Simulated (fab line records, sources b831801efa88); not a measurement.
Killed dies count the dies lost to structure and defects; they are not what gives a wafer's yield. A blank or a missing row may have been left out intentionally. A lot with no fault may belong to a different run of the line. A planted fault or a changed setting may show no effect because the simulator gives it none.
Which of the tools did it? || flow gf180mcu || Sampling: 10 lots, 30 wafers, 4 of 602 route steps

## WHAT EACH GAUGE READ, for each wafer
GF_PSD_TW_MEAS_11.
{"lot": "L883", "measured": "day 14 07:00", "on": "film-metro-03", "PSD_TW": "3165 3158 3156"}
{"lot": "L884", "measured": "day 14 14:59", "on": "film-metro-04", "PSD_TW": "3156 3150 3137"}
{"lot": "L886", "measured": "day 15 06:56", "on": "film-metro-03", "PSD_TW": "3196 3208 3211"}
{"lot": "L888", "measured": "day 16 03:41", "on": "film-metro-01", "PSD_TW": "3143 3130 3137"}
{"lot": "L889", "measured": "day 16 08:39", "on": "film-metro-04", "PSD_TW": "3167 3173 3167"}
{"lot": "L891", "measured": "day 17 02:48", "on": "film-metro-01", "PSD_TW": "3147 3134 3133"}
{"lot": "L892", "measured": "day 17 10:16", "on": "film-metro-04", "PSD_TW": "3142 3140 3149"}
{"lot": "L901", "measured": "day 20 23:49", "on": "film-metro-04", "PSD_TW": "3301 3305 3304 3308 3305 3287"}
{"lot": "L903", "measured": "day 21 10:25", "on": "film-metro-04", "PSD_TW": "3285 3278 3275 3293 3287 3289"}
{"lot": "L906", "measured": "day 22 14:06", "on": "film-metro-04", "PSD_TW": "3142 3180 3166"}

## EACH LOT AND THE TOOL THAT RAN IT (in order: tool; ch and the chambers of the sampled wafers; start)
{"lot": "L883", "GF_VT_IMPLANT_STRIP_09": "plasma-asher-03 ch 0,1, day 5 13:41", "GF_PSD_IMPLANT_09": "implanter-04 ch 0, day 14 06:45", "GF_PSD_STRIP_10": "plasma-asher-01 ch 0,1, day 14 06:54"}
{"lot": "L884", "GF_VT_IMPLANT_STRIP_09": "plasma-asher-02 ch 1, day 5 21:53", "GF_PSD_IMPLANT_09": "implanter-04 ch 0, day 14 14:45", "GF_PSD_STRIP_10": "plasma-asher-02 ch 0,1, day 14 14:53"}
{"lot": "L886", "GF_VT_IMPLANT_STRIP_09": "plasma-asher-04 ch 0,1, day 6 08:32", "GF_PSD_IMPLANT_09": "implanter-02 ch 0, day 15 06:41", "GF_PSD_STRIP_10": "plasma-asher-02 ch 0,1, day 15 06:50"}
{"lot": "L888", "GF_VT_IMPLANT_STRIP_09": "plasma-asher-03 ch 0,1, day 6 20:17", "GF_PSD_IMPLANT_09": "implanter-03 ch 0, day 16 03:26", "GF_PSD_STRIP_10": "plasma-asher-03 ch 0, day 16 03:35"}
{"lot": "L889", "GF_VT_IMPLANT_STRIP_09": "plasma-asher-02 ch 0,1, day 7 04:14", "GF_PSD_IMPLANT_09": "implanter-02 ch 0, day 16 08:24", "GF_PSD_STRIP_10": "plasma-asher-01 ch 0,1, day 16 08:33"}
{"lot": "L891", "GF_VT_IMPLANT_STRIP_09": "plasma-asher-03 ch 0, day 7 14:38", "GF_PSD_IMPLANT_09": "implanter-03 ch 0, day 17 02:33", "GF_PSD_STRIP_10": "plasma-asher-01 ch 0,1, day 17 02:42"}
{"lot": "L892", "GF_VT_IMPLANT_STRIP_09": "plasma-asher-03 ch 1, day 7 21:41", "GF_PSD_IMPLANT_09": "implanter-02 ch 0, day 17 10:02", "GF_PSD_STRIP_10": "plasma-asher-03 ch 0, day 17 10:09"}
{"lot": "L901", "GF_VT_IMPLANT_STRIP_09": "plasma-asher-03 ch 0,1, day 10 09:31", "GF_PSD_IMPLANT_09": "implanter-04 ch 0, day 20 23:36", "GF_PSD_STRIP_10": "plasma-asher-01 ch 0,1, day 20 23:44"}
{"lot": "L903", "GF_VT_IMPLANT_STRIP_09": "plasma-asher-02 ch 0,1, day 10 19:04", "GF_PSD_IMPLANT_09": "implanter-04 ch 0, day 21 10:11", "GF_PSD_STRIP_10": "plasma-asher-03 ch 0,1, day 21 10:18"}
{"lot": "L906", "GF_VT_IMPLANT_STRIP_09": "plasma-asher-04 ch 0,1, day 11 14:35", "GF_PSD_IMPLANT_09": "implanter-03 ch 0, day 22 13:51", "GF_PSD_STRIP_10": "plasma-asher-03 ch 0,1, day 22 14:00"}
- GF_VT_IMPLANT_STRIP_09: strips in O2/N2.
- GF_PSD_IMPLANT_09
- GF_PSD_STRIP_10: strips in O2/N2.

## THE ANSWER, worked out from the rows above alone
Rule: the lots themselves supply what counts as usual. The widest of any qualifying gaps counts: lots, ordered by their means at a reading, are off when they make up no more than a third of the lots, leave a main group of 4 or more, and stand apart from it by 3 or more times the standard deviation of that group's means. A main group whose means are all the same, to the digits that the tables above print for the reading, isn't used. A lot without any number at a reading at which 4 lots or more have one is off too. The other lots that the step has rows for count as sound.
Off: L901, L903, at GF_PSD_TW_MEAS_11 (PSD_TW). The main group: mean 3158, standard deviation 21.
If a tool, at a process step before that reading, ran all the lots that are off and no sound lot after the first of them, it fits. Gauges at GF_PSD_TW_MEAS_11: tried the same way as those tools. One fits: implanter-04 at GF_PSD_IMPLANT_09. Its last sound lot is L884 (day 14 14:45), its first lot that is off L901 (day 20 23:36): a fault that began between those two fits.

## WHAT WAS PUT IN BY THE SIMULATOR
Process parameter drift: implanter-04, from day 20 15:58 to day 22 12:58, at GF_PSD_IMPLANT_09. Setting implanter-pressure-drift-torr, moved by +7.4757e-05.
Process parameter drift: implanter-04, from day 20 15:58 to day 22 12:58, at GF_PSD_IMPLANT_09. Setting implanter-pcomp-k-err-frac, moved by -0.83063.
Lots struck among those shown: L901, L903. The rule above reached the same finding.
